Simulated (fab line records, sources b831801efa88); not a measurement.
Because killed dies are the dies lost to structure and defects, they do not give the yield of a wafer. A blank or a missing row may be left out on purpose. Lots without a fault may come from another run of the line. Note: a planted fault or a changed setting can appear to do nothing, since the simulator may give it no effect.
Which tool is to blame? | flow sky130 | Sampling: 11 lots, 33 wafers, 2 of 708 route steps

== WHAT THE GAUGES SHOWED, per wafer ==
SKY_VIA3_OVL_MEAS_13.
lot  | measured     | on         | VIA3_OVL (nm)
L915 | day 39 14:01 | overlay-02 | 6 -3 -2
L916 | day 39 15:10 | overlay-02 | 3 5 5
L917 | day 40 09:19 | overlay-01 | 5 2 -1
L920 | day 41 09:03 | overlay-01 | 0 -10 4
L921 | day 41 13:15 | overlay-02 | -4 -1 -1
L929 | day 43 22:37 | overlay-01 | -3 7 2
L930 | day 44 04:17 | overlay-02 | 2 3 6
L931 | day 44 10:20 | overlay-02 | -8 -19 -4
L934 | day 45 00:16 | overlay-01 | 1 -6 -4
L936 | day 45 05:53 | overlay-02 | -13 1 0
L937 | day 45 17:40 | overlay-01 | -3 5 8

== TOOL THAT RAN EACH LOT (tool first, then ch and the chambers of the sampled wafers, then the start) ==
lot  | SKY_METAL3_ETCH_16
L915 | rie_metal-02 ch 0,1, day 38 12:13
L916 | rie_metal-02 ch 0,1, day 38 12:58
L917 | rie_metal-01 ch 0,1, day 39 07:22
L920 | rie_metal-01 ch 0,1, day 40 07:29
L921 | rie_metal-02 ch 0,1, day 40 11:15
L929 | rie_metal-03 ch 0,1, day 42 22:10
L930 | rie_metal-01 ch 0,1, day 43 03:57
L931 | rie_metal-03 ch 0,1, day 43 10:04
L934 | rie_metal-01 ch 0,1, day 44 00:09
L936 | rie_metal-02 ch 0,1, day 44 06:29
L937 | rie_metal-02 ch 0,1, day 44 19:08
- SKY_METAL3_ETCH_16: etches BARC in N2/H2, stops on SiO2, time 88.2 s, target depth 60 nm.

== THE ANSWER, worked out from the rows above alone ==
Rule: the usual values come from the lots themselves. Put in order of their means at a reading, lots are off if they are a third of the lots or fewer, leave a main group of 4 or more, and stand apart from it by a gap of 3 or more times the standard deviation of the main group's means; of several such gaps the widest counts. If all means in a main group match to the digits the tables above print for the reading, that group is not used. Also off: a lot with no number at a reading for which 4 or more lots have one. Any other lot the step has rows for is counted as sound.
Nothing can be told from this: no lot is off at any reading shown.

== WHAT THE SIMULATOR PUT IN ==
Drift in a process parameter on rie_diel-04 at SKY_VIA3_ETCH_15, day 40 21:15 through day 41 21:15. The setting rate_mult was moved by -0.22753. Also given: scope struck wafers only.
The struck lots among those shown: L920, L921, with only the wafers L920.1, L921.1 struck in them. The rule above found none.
